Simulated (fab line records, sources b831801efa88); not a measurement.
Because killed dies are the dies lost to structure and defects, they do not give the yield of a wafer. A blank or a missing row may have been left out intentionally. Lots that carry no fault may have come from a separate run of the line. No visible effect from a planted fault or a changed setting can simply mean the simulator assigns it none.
Matching of chambers | flow gf180mcu | GF_V3_ETCH_16 on rie_diel-03 has 4 sister chambers
The step etches BARC in N2/H2. 16 wafers are shown with their chamber, then 8 later ones without.

WAFERS PAIRED WITH THEIR CHAMBERS
wafer  | chamber | drypump_motor_current_A (A) | bias_w (W) | oes_product_au (a.u.)
L189.4 | 3       | 5.0                         | 100.0      | 0.849
L189.5 | 2       | 5.3                         | 99.8       | 0.854
L189.6 | 1       | 5.7                         | 99.9       | 0.853
L191.3 | 3       | 5.0                         | 100.0      | 0.843
L191.5 | 1       | 5.7                         | 100.5      | 0.850
L191.6 | 2       | 5.3                         | 100.2      | 0.857
L195.1 | 0       | 6.0                         | 99.8       | 0.863
L195.3 | 2       | 5.3                         | 99.7       | 0.860
L195.4 | 1       | 5.7                         | 99.6       | 0.856
L198.3 | 1       | 5.6                         | 100.4      | 0.853
L198.4 | 0       | 6.0                         | 100.4      | 0.857
L198.5 | 0       | 6.1                         | 100.6      | 0.856
L206.1 | 3       | 5.0                         | 100.1      | 0.857
L206.2 | 1       | 5.6                         | 100.5      | 0.863
L206.6 | 1       | 5.6                         | 100.6      | 0.865
L210.1 | 3       | 5.0                         | 100.0      | 0.857

SIGNATURES (averages over the wafers above)
reading                 | chamber 0 | chamber 1 | chamber 2 | chamber 3 | scatter within a chamber
drypump_motor_current_A | 6.033     | 5.650     | 5.300     | 5.000     | 0.0425
bias_w                  | 100.267   | 100.250   | 99.900    | 100.025   | 0.33
oes_product_au          | 0.85867   | 0.85667   | 0.85700   | 0.85150   | 0.00553
Rule: for a wafer and a chamber, the distance is found by dividing, reading by reading, the gap between the wafer's reading and the chamber's mean by the reading's scatter, squaring, summing and taking the root. If the next closest chamber is less than 2 further off than the closest, the wafer can't be placed; otherwise it belongs to the closest. The scatter is the square root of a quotient: the sum, over the shown wafers, of each reading's squared deviation from its chamber's mean, divided by wafers minus chambers.

WAFERS MISSING THEIR CHAMBER
wafer  | drypump_motor_current_A (A) | bias_w (W) | oes_product_au (a.u.)
L210.4 | 6.0                         | 100.2      | 0.855
L210.6 | 5.3                         | 100.2      | 0.857
L211.2 | 6.0                         | 99.9       | 0.855
L211.4 | 5.6                         | 100.7      | 0.865
L211.6 | 5.3                         | 99.8       | 0.861
L212.1 | 5.4                         | 99.9       | 0.856
L212.2 | 5.6                         | 100.4      | 0.856
L212.5 | 6.1                         | 99.5       | 0.860

CHAMBER TAKEN BY EACH
wafer  | from the rows above | in truth
L210.4 | 0                   | 0
L210.6 | 2                   | 2
L211.2 | 0                   | 0
L211.4 | 1                   | 1
L211.6 | 2                   | 2
L212.1 | 2                   | 2
L212.2 | 1                   | 1
L212.5 | 0                   | 0
Correct placement for 8 of the 8. Not placeable from these rows: 0. 0 placed wrongly.
